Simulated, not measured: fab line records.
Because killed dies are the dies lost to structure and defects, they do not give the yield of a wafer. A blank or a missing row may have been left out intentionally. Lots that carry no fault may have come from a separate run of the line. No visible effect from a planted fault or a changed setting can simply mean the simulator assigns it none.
Struck lot and sound lot, side by side + flow sky130 + 15 out of 708 route steps
Sound: the wafers L262.3, L262.5, L262.6. Wafers struck: L270.2, L270.5, L270.6. The cause is given at the end.
Per side, at each step with rows, come the tool, then ch with its chambers, and then its first start. Under that, the readings that differ: sound wafers + struck wafers + difference of the means + sigmas: that difference in standard deviations of wafers without a fault.
alike: readings whose means differ by less than 2 such deviations, and words and numbers that are the same on both sides. not compared: withheld readings, readings that some wafer has no value for, bounds like >300 that may hide the same value, and numbers for which the record gives no deviation and whose values overlap.
The two part at a step that has a row with sigmas, a row that says differs or no value, or rows on one side only. When numbers do not overlap yet have no deviation, they are printed without sigmas and do not part them. Lack of a reading on every wafer of one side parts them only where that side has two or more wafers.

SKY_VIA2_BOW_MEAS_03:
  sound: film_metro-03 at day 36 16:36; struck: film_metro-03 at day 38 16:29
  alike: VIA2_BOW
then, 8 steps without rows for these wafers: SKY_VIA2_DEHYDRATE_04 (time 60 s); SKY_VIA2_HMDS_05 (prime time 60 s); SKY_VIA2_COAT_06 (resist thk 60 nm); SKY_VIA2_COAT_07 (resist thk 450 nm); SKY_VIA2_SOFTBAKE_08 (time 90 s); SKY_VIA2_EXPOSE_09 (exposes mask VIM2, target cd 200 nm); SKY_VIA2_PEB_10; SKY_VIA2_DEVELOP_11 (develop time 60 s).
SKY_VIA2_CD_MEAS_12: target cd 200 nm.
  sound: cd_sem-01 at day 37 18:23; struck: cd_sem-02 at day 39 18:08
| reading    | sound             | struck            | difference | sigmas |
|------------|-------------------|-------------------|------------|--------|
| cd_nm (nm) | 197.2 197.3 195.9 | 201.6 201.5 200.2 | +4.3       | +3     |
SKY_VIA2_OVL_MEAS_13:
  sound: overlay-01 at day 37 18:28; struck: overlay-02 at day 39 18:15
  alike: VIA2_OVL
SKY_VIA2_ETCH_14: etches BARC in N2/H2, stops on SiO2, time 45.9 s, target depth 60 nm.
  sound on rie_diel-02 ch 0,3, day 37 18:29; struck on rie_diel-03 ch 0,1, day 39 18:17
  alike: bias_w, chamber_pressure_mTorr, drypump_motor_current_A, n2_flow_sccm, oes_product_au, throttle_valve_pct
  not compared: rf_hours_counter_h
SKY_VIA2_ETCH_15: etches SiO2 in C4F8/O2/Ar, stops on TiN, target depth 546 nm, time 84 s.
  sound on rie_diel-02 ch 0,3, day 37 18:32; struck on rie_diel-03 ch 0,1, day 39 18:19
  no value came back on the struck wafers for bias_w (W), chamber_pressure_mTorr (mTorr), oes_product_au (a.u.); on the sound wafers bias_w (W) reads 1198 1204 1202
| reading                                     | sound             | struck          | difference | sigmas |
|---------------------------------------------|-------------------|-----------------|------------|--------|
| model.KrF-thick_of_VIA2_COAT_07.thk_nm (nm) | 286.9 287.1 287.1 | 395 394.1 393.2 | +107       |        |
  not compared: rf_hours_counter_h
SKY_VIA2_STRIP_16: strips in O2/N2.
  sound on plasma_asher-04 ch 0,1, day 37 18:38; struck on plasma_asher-04 ch 0,1, day 39 18:23
| reading                      | sound             | struck            | difference | sigmas |
|------------------------------|-------------------|-------------------|------------|--------|
| oes_product_au (a.u.)        | 0.401 0.401 0.401 | 0.440 0.448 0.438 | +0.041     | +8     |
| strip_time_to_endpoint_s (s) | 4.093 4.096 4.086 | 5.222 5.221 5.206 | +1.125     | +51    |
  alike: drypump_motor_current_A, n2_flow_sccm
  not compared: rf_hours_counter_h
then, 1 step without rows for these wafers: SKY_VIA2_STRIP_17 (strips in post etch residue remover, time 1200 s).

WHERE THEY PART
At SKY_VIA2_CD_MEAS_12 first; at SKY_VIA2_STRIP_16 last (within this record only).

WHY: the cause the simulator had injected
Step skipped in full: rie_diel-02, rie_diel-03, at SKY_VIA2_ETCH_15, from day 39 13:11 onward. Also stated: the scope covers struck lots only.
